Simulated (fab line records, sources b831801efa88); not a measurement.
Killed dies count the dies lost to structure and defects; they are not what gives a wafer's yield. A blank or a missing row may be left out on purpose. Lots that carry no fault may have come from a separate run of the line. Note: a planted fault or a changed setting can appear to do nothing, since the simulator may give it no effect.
Struck lot and sound lot, side by side || flow sky130 || 16 steps out of a route of 708
Sound: the wafers L991.1, L991.3, L991.4. Struck: wafer L100.2 (left out: L100.1, L100.6 of the same lot, which were not struck); the cause appears at the end.
Order at every step that has rows: each side's tool, ch and its chambers, its first start. Under that, the readings that differ: sound wafers || struck wafers || difference of the means || sigmas: that difference in standard deviations of wafers without a fault.
alike: readings whose means differ by less than 2 such deviations, and words and numbers that are the same on both sides. not compared: withheld readings, readings that some wafer has no value for, bounds like >300 that may hide the same value, and numbers for which the record gives no deviation and whose values overlap.
A row with sigmas, a row that says differs or no value, or rows on one side alone: a step with any of these is where the two part. Numbers that don't overlap but have no deviation are shown without sigmas and don't part them. A reading that every wafer of one side lacks parts them only if that side has two wafers or more.

first, 2 steps without rows for these wafers: SKY_METAL4_PEB_11; SKY_METAL4_DEVELOP_12 (develop time 60 s).
SKY_METAL4_CD_MEAS_13: target cd 300 nm.
  sound on cdSem-02, day 44 06:04; struck on cdSem-01, day 46 17:54
  alike: cdNm
SKY_METAL4_OVL_MEAS_14:
  sound on overlay-01, day 44 06:11; struck on overlay-01, day 46 18:01
  alike: METAL4_OVL
SKY_METAL4_DESCUM_15: chemistry O2, time 8 s.
  sound on rieMetal-02 ch 0,1, day 44 06:13; struck on rieMetal-04 ch 1, day 46 18:04
  alike: chamberPressureMTorr, drypumpMotorCurrentA, heBacksideLeakSccm, oesProductAu, tempC
  not compared: rfHoursCounterH
SKY_METAL4_ETCH_16: etches BARC in N2/H2, stops on SiO2, time 88.2 s, target depth 60 nm.
  sound on rieMetal-02 ch 0,1, day 44 06:14; struck on rieMetal-04 ch 1, day 46 18:05
  alike: chamberPressureMTorr, drypumpMotorCurrentA, heBacksideLeakSccm, oesProductAu, throttleValvePct
  not compared: rfHoursCounterH
SKY_METAL4_ETCH_17: etches SiO2 in C4F8/O2/Ar, stops on TiN, time 3.9 s, target depth 15 nm.
  sound on rieDiel-04 ch 0,1,3, day 44 06:20; struck on rieDiel-02 ch 1, day 46 18:11
{"reading": "rfHoursCounterH (h)", "sound": "15 9 13", "struck": 27, "difference": "+15", "sigmas": ""}
  alike: chamberPressureMTorr, oesProductAu
SKY_METAL4_METAL_ETCH_18: etches the open film in Cl2/BCl3, stops on SiO2, target depth 845 nm, time 183.1 s.
  sound on rieMetal-01 ch 0,1, day 44 06:22; struck on rieMetal-02 ch 0, day 46 18:13
  alike: chamberPressureMTorr, drypumpMotorCurrentA, heBacksideLeakSccm, mfcCl2Sccm, oesProductAu, throttleValvePct
  not compared: rfHoursCounterH
SKY_METAL4_STRIP_19: strips in O2/N2.
  sound on plasmaAsher-04 ch 0,1, day 44 06:32; struck on plasmaAsher-04 ch 0, day 46 18:23
{"reading": "chamberPressureMTorr (mTorr)", "sound": "1501.4 1500.2 1500.3", "struck": 1497.6, "difference": -3.0, "sigmas": -3}
  alike: drypumpMotorCurrentA, oesProductAu, stripTimeToEndpointS
  not compared: rfHoursCounterH
then, 3 steps without rows for these wafers: SKY_METAL4_STRIP_20 (strips in post etch residue remover, time 1200 s); SKY_METAL4_CLEAN_21 (cleans in IPA, time 180 s); SKY_METAL4_CLEAN_22 (cleans in O3/DIW).
SKY_VIA4_HDPCVD_00: deposits SiO2, target thk 1750 nm, time 291.7 s.
  sound on hdpcvd-02 ch 0,2, day 44 07:11; struck on hdpcvd-01 ch 2, day 46 18:59
{"reading": "sih4FlowSccm (sccm)", "sound": "60.11 60.14 60.14", "struck": 71.60, "difference": "+11.47", "sigmas": "+64"}
{"reading": "model.SiO2_of_VIA4_HDPCVD_00.thkNm (nm)", "sound": "1744 1728 1758", "struck": 2108, "difference": "+365", "sigmas": ""}
  alike: susceptorTempC
SKY_VIA4_THK_MEAS_01:
  sound on filmMetro-03, day 44 07:21; struck on filmMetro-03, day 46 19:10
{"reading": "VIA4_HDPCVD_THK (nm)", "sound": "1744 1727 1757", "struck": 2107, "difference": "+364", "sigmas": "+19"}
then, 1 step without rows for these wafers: SKY_VIA4_CMP_02 (polishes SiO2).
-- the record jumps here: 3 days lie between the struck wafers' starts before and after (it left off in module VIA4 and takes up again in module PAD_OPEN, whose first step shown is number 708 of the route) --
SKY_PAD_OPEN_PROBE_99:
  sound on prober-01, day 47 22:32; struck on prober-02, day 50 01:16
  alike: defectLimitedYield, killed_at_M0_to_M3, killed_at_M4_up, killedAtContacts, killedAtFrontEnd, killedAtOther, killedDies, killedOpen, killedShort, sort_bin_3_pad_short, sort_bin_5_function, sort_bin_6_memory, sortNPass, sortYieldPct

== WHERE THEY PART ==
First at SKY_METAL4_STRIP_19; last, within this record, at SKY_VIA4_THK_MEAS_01. Later steps at which nothing parts them and some readings are alike: SKY_PAD_OPEN_PROBE_99.

WHY: the cause the simulator had injected
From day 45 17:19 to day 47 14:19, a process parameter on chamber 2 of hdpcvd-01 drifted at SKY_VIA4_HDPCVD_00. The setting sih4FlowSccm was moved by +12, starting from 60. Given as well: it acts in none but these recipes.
